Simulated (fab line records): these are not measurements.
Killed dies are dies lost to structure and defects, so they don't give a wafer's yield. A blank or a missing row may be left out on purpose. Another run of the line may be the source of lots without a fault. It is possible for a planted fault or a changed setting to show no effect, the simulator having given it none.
A single fault, viewed from 2 desks    flow sfq-line    each desk has only its own numbers; what lay behind them comes last

== THE METROLOGY DESK ==
What the gauges read, lot by lot, whatever tool the lot ran on: means of the sampled wafers that have a number. Marked OUT: a lot whose mean sits more than 4 standard deviations from the usual mean, which makes it out of limits; the brackets give that distance.
Columns: A = I6_BOW at SFQ_I6_BOW_MEAS_941, usual 7 um
lot   first seen here  A
L388  day 73 05:16     21
L389  day 73 08:12     6
L390  day 73 11:40     2
L391  day 73 14:40     9
L392  day 73 17:40     27
L393  day 77 10:45     4
L394  day 77 16:44     10
L395  day 78 02:18     -7
L399  day 80 18:02     -2
L403  day 81 04:49     9
L405  day 81 07:49     -3
L411  day 81 22:49     4
This desk's finding: nothing out of limits on any of the 12 lots.

== AT THE TOOL OWNER'S DESK: cmp-02 ==
The tool's own readings at SFQ_TRILAYER_I0_CMP_CMP_028 (polishes SiO2): means of the sampled wafers that have a number, for each lot that ran on this tool. Marked OUT: a lot whose mean sits more than 4 standard deviations from the usual mean, which makes it out of limits; the brackets give that distance.
Columns: A = motor-current-A at SFQ_TRILAYER_I0_CMP_CMP_028, usual 10.3 A; B = time-to-endpoint-s at SFQ_TRILAYER_I0_CMP_CMP_028, usual 208 s
lot   first seen here  A     B
L389  day 12 09:52     10.7  211
L393  day 14 00:22     10.3  208
L395  day 15 00:53     10.2  207
L403  day 17 20:52     10.7  206
This desk's finding: nothing out of limits on any of the 4 lots.

== PUT TOGETHER ==
The metrology desk saw nothing out of limits.
The tool owner's desk saw nothing out of limits.

== WHAT WAS PUT IN BY THE SIMULATOR ==
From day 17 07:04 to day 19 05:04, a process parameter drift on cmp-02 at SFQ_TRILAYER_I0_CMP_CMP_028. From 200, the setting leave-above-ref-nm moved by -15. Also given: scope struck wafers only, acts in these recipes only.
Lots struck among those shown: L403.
